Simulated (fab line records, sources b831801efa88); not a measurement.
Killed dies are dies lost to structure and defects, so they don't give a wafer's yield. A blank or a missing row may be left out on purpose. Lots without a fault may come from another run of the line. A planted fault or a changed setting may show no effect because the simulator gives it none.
fab line records | flow sky130 | part 2 of 2: steps 24 to 31 of 31
record lots=5 wafers=15 last_day=49
route steps=708 shown RES_XHIGH@360 SALICIDE@361 LI_CONTACT@362 LOCAL_INTERCONNECT@387
lots that met no fault: from a run of the same line without faults
start_h: hours from the record's first day to the start of the lot's first wafer shown | wait_h: hours since the lot's step before | " the same as in the row above | L1.1+2: a row that stands for several wafers | - no value, or no start given | * or withheld: withheld | < > ~ a bound
route shown NAME@n: a module of which the file shows steps, and the number in the route of the first | usual: mean/standard deviation of fault-free wafers | same: alike in all rows | chamber/n: place in a boat | sites: the reading at each site | _std_site: their standard deviation | _edge_site: outer sites' mean less inner sites' | radius_mm: how far each site lies from the wafer's centre | mask NAME#n: copy n | behind: the tool/chamber that last shaped the wafer | hold: why the lot was held/for how many hours/how that ended | device: the transistor (n, p or np) that didn't switch | end of line: the same wafers' tests at the end of the route | a step without rows: its recipe alone | killed: dies lost to structure and defects at the first sort, not the wafer's yield | map: a wafer's dies, x killed, . not, _ none there
set.NAME: the setting as run; set.NAME@STEP: as run at that earlier step | model.NAME: the simulator's own value behind a step, which no gauge read
lots at some steps of the route; a table a step, a row a wafer
services: from which hour (start_h, from the record's first day; less than 0 if before it) a tool's chamber was out of use, for how many hours, and why
## steps
# step SKY_LI_CONTACT_CVD_21
# recipe material=W target_thk_nm=400 time_s=120.56 temp_c=400 pressure_torr=40
# usual heater_power_w=798/75
# columns lot.wafer tool chamber start_h wait_h heater_power_w
L077.2 cvd_w-02 1 691.22 0.0 848
L077.4 " 1 " " 865
L077.6 " 1 " " 871
L078.1 cvd_w-02 0 707.97 0.0 859
L078.5 " 0 " " 870
L078.6 " 1 " " 892
L082.2 cvd_w-02 0 739.57 0.0 858
L082.5 " 0 " " 834
L082.6 " 1 " " 876
L094.3 cvd_w-02 1 828.97 0.1 862
L094.4 " 1 " " 855
L094.5 " 1 " " 885
L093.1 cvd_w-02 1 831.79 0.0 860
L093.4 " 1 " " 845
L093.6 " 1 " " 835
# step SKY_LI_CONTACT_RS_MEAS_22
# recipe thk_meas_gauge=four-point-probe reads=W_of_LI_CONTACT_CVD_21+TiN_of_LI_CONTACT_SPUTTER_20+Ti_of_LI_CONTACT_SPUTTER_19
# usual LI_CONTACT_W_RS=0.2846/0.0027
# columns lot.wafer tool chamber start_h wait_h LI_CONTACT_W_RS[ohm/sq]
L077.2 film_metro-03 - 691.37 0.1 0.2866
L077.4 " - " " 0.2843
L077.6 " - " " 0.2867
L078.1 film_metro-04 - 708.10 0.1 0.2800
L078.5 " - " " 0.2812
L078.6 " - " " 0.2826
L082.2 film_metro-04 - 739.72 0.1 0.2831
L082.5 " - " " 0.2814
L082.6 " - " " 0.2849
L094.3 film_metro-04 - 829.18 0.2 0.2828
L094.4 " - " " 0.2847
L094.5 " - " " 0.2865
L093.1 film_metro-04 - 832.04 0.2 0.2867
L093.4 " - " " 0.2860
L093.6 " - " " 0.2849
# step SKY_LI_CONTACT_THK_MEAS_23
# recipe thk_meas_gauge=xrf reads=W_of_LI_CONTACT_CVD_21
# usual LI_CONTACT_W_THK=400/4.7
# columns lot.wafer tool chamber start_h wait_h LI_CONTACT_W_THK[nm]
L077.2 film_metro-03 - 691.48 0.1 403
L077.4 " - " " 405
L077.6 " - " " 405
L078.1 film_metro-04 - 708.22 0.1 406
L078.5 " - " " 408
L078.6 " - " " 401
L082.2 film_metro-04 - 739.83 0.1 406
L082.5 " - " " 406
L082.6 " - " " 405
L094.3 film_metro-04 - 829.28 0.1 404
L094.4 " - " " 399
L094.5 " - " " 396
L093.1 film_metro-04 - 832.16 0.1 399
L093.4 " - " " 398
L093.6 " - " " 398
# step SKY_LI_CONTACT_CMP_24
# recipe stop_on=PSG t_overpolish_s=20 down_force_psi=3.5 platen_rpm=60 target_thk_nm=0 pad_velocity_m_s=0.94248
# usual edge_zone_pressure_frac=1.000/0.0047 head_pressure_psi=3.497/0.0083 motor_current_A=11.1/1.3 overpolish_run_s=19.999/0.0088 time_to_endpoint_s=97.9/2.8
# columns lot.wafer tool chamber start_h wait_h edge_zone_pressure_frac head_pressure_psi motor_current_A overpolish_run_s time_to_endpoint_s
L077.2 cmp-02 2 691.58 0.1 0.997 3.513 12.9 20.005 97.4
L077.4 " 3 " " 0.996 3.496 9.4 19.972 95.0
L077.6 " 2 " " 1.002 3.488 12.5 19.991 99.0
L078.1 cmp-02 1 708.43 0.2 1.002 3.492 10.5 19.988 96.7
L078.5 " 2 " " 0.993 3.490 12.8 19.993 98.9
L078.6 " 3 " " 1.000 3.500 9.8 19.996 98.0
L082.2 cmp-01 0 739.99 0.1 0.995 3.494 12.4 20.000 98.4
L082.5 " 2 " " 1.005 3.516 8.9 20.010 94.4
L082.6 " 3 " " 1.000 3.497 12.4 19.982 96.8
L094.3 cmp-02 1 829.42 0.1 1.004 3.499 10.6 19.995 98.7
L094.4 " 2 " " 0.997 3.509 12.3 19.989 96.6
L094.5 " 3 " " 0.994 3.497 9.5 19.978 97.0
L093.4 cmp-01 0 832.22 0.0 0.993 3.493 11.1 20.008 101.5
L093.1 " 2 " " 0.998 3.504 9.1 20.006 95.0
L093.6 " 0 " " 1.000 3.489 11.5 20.015 96.0
# step SKY_LOCAL_INTERCONNECT_SPUTTER_00
# recipe material=TiN target_thk_nm=100 temp_c=300 power_w=6500 time_s=83.3 chamber_pressure_pa=0.4
# usual cathode_dc_power_W=6499.9/1.3 throttle_valve_pct=30.7/1.2
# columns lot.wafer tool chamber start_h wait_h cathode_dc_power_W throttle_valve_pct
L077.2 pvd_sputter-02 - 691.83 0.2 6500.5 31.4
L077.4 " - " " 6500.5 30.8
L077.6 " - " " 6497.5 30.9
L078.1 pvd_sputter-03 - 708.58 0.1 6501.5 31.9
L078.5 " - " " 6501.9 29.6
L078.6 " - " " 6498.6 30.8
L082.2 pvd_sputter-04 - 740.20 0.2 6501.7 29.4
L082.5 " - " " 6499.1 31.9
L082.6 " - " " 6498.8 33.1
L094.3 pvd_sputter-03 - 829.62 0.1 6497.5 31.0
L094.4 " - " " 6498.9 29.9
L094.5 " - " " 6498.8 29.6
L093.1 pvd_sputter-02 - 832.52 0.1 6499.2 31.5
L093.4 " - " " 6497.0 29.4
L093.6 " - " " 6501.5 31.2
# step SKY_LOCAL_INTERCONNECT_RS_MEAS_01
# recipe thk_meas_gauge=four-point-probe reads=TiN_of_LOCAL_INTERCONNECT_SPUTTER_00
# usual LOCAL_INTERCONNECT_TIN_RS=14.18/0.17
# columns lot.wafer tool chamber start_h wait_h LOCAL_INTERCONNECT_TIN_RS[ohm/sq]
L077.2 film_metro-02 - 691.91 0.1 14.35
L077.4 " - " " 14.21
L077.6 " - " " 14.04
L078.1 film_metro-03 - 708.64 0.0 14.10
L078.5 " - " " 14.19
L078.6 " - " " 14.22
L082.2 film_metro-03 - 740.28 0.1 14.40
L082.5 " - " " 14.48
L082.6 " - " " 14.42
L094.3 film_metro-03 - 829.72 0.1 14.03
L094.4 " - " " 14.08
L094.5 " - " " 14.03
L093.1 film_metro-01 - 832.58 0.0 14.22
L093.4 " - " " 14.28
L093.6 " - " " 14.19
# step SKY_LOCAL_INTERCONNECT_THK_MEAS_02
# recipe thk_meas_gauge=xrf reads=TiN_of_LOCAL_INTERCONNECT_SPUTTER_00
# usual LOCAL_INTERCONNECT_TIN_THK=98.5/1.1
# columns lot.wafer tool chamber start_h wait_h LOCAL_INTERCONNECT_TIN_THK[nm]
L077.2 film_metro-02 - 692.02 0.1 97.1
L077.4 " - " " 98.7
L077.6 " - " " 99.5
L078.1 film_metro-03 - 708.76 0.1 99.3
L078.5 " - " " 98.4
L078.6 " - " " 98.0
L082.2 film_metro-03 - 740.39 0.1 96.7
L082.5 " - " " 96.5
L082.6 " - " " 96.8
L094.3 film_metro-03 - 829.82 0.1 99.2
L094.4 " - " " 98.5
L094.5 " - " " 99.2
L093.1 film_metro-01 - 832.70 0.1 98.5
L093.4 " - " " 97.4
L093.6 " - " " 98.3
# step SKY_LOCAL_INTERCONNECT_DEHYDRATE_03
# recipe temp_c=200 time_s=60
# usual chill_plate_temp_C=23.00/0.11 exhaust_pa=44.9/0.89 plate_temp_C=199.97/0.15
# columns lot.wafer tool chamber start_h wait_h chill_plate_temp_C exhaust_pa plate_temp_C
L077.2 litho_track-03 0 705.42 13.4 23.17 45.7 200.02
L077.4 " 0 " " 22.86 45.7 200.13
L077.6 " 0 " " 22.92 44.8 200.17
L078.1 litho_track-01 0 721.59 12.8 22.84 43.9 199.85
L078.5 " 0 " " 22.79 46.3 199.92
L078.6 " 0 " " 22.96 45.1 199.95
L082.2 litho_track-01 0 753.12 12.7 23.19 45.0 199.93
L082.5 " 0 " " 23.16 44.8 199.90
L082.6 " 0 " " 23.01 44.9 199.86
L094.3 litho_track-04 0 842.76 12.9 23.09 45.6 199.90
L094.4 " 0 " " 23.06 45.6 200.06
L094.5 " 0 " " 23.03 45.4 199.93
L093.1 litho_track-04 0 845.26 12.5 22.98 44.7 199.79
L093.4 " 0 " " 22.99 44.9 199.87
L093.6 " 0 " " 23.00 44.5 199.96
## services
# columns tool chamber start_h hours kind
rie_diel-01 - 644.80 2.8 pm
cvd_w-02 - 646.51 14.6 pm
hdpcvd-01 1 654.96 5.6 repair
pvd_sputter-01 - 664.40 5.0 repair
cvd_w-02 - 672.68 3.0 repair
cmp-02 - 675.39 5.4 repair
cmp-02 - 683.23 1.7 repair
rie_diel-03 1 687.39 13.2 repair
rie_diel-03 2 688.94 3.4 repair
rie_diel-01 2 696.69 9.1 repair
rie_diel-01 1 698.34 2.0 repair
rie_diel-03 0 722.62 4.6 repair
cmp-02 - 730.19 0.9 repair
cmp-02 - 744.00 4.0 pm
rie_diel-01 0 748.85 11.4 repair
rie_diel-01 2 751.81 3.0 repair
cmp-02 - 751.82 7.6 pm
pvd_sputter-01 - 765.70 12.3 repair
pvd_sputter-01 - 781.16 50.1 repair
cmp-01 - 786.15 4.3 repair
pvd_sputter-01 - 812.53 1.7 repair
cvd_w-02 0 824.55 8.5 repair
cmp-01 - 826.63 3.8 pm
cmp-01 - 833.79 0.7 repair
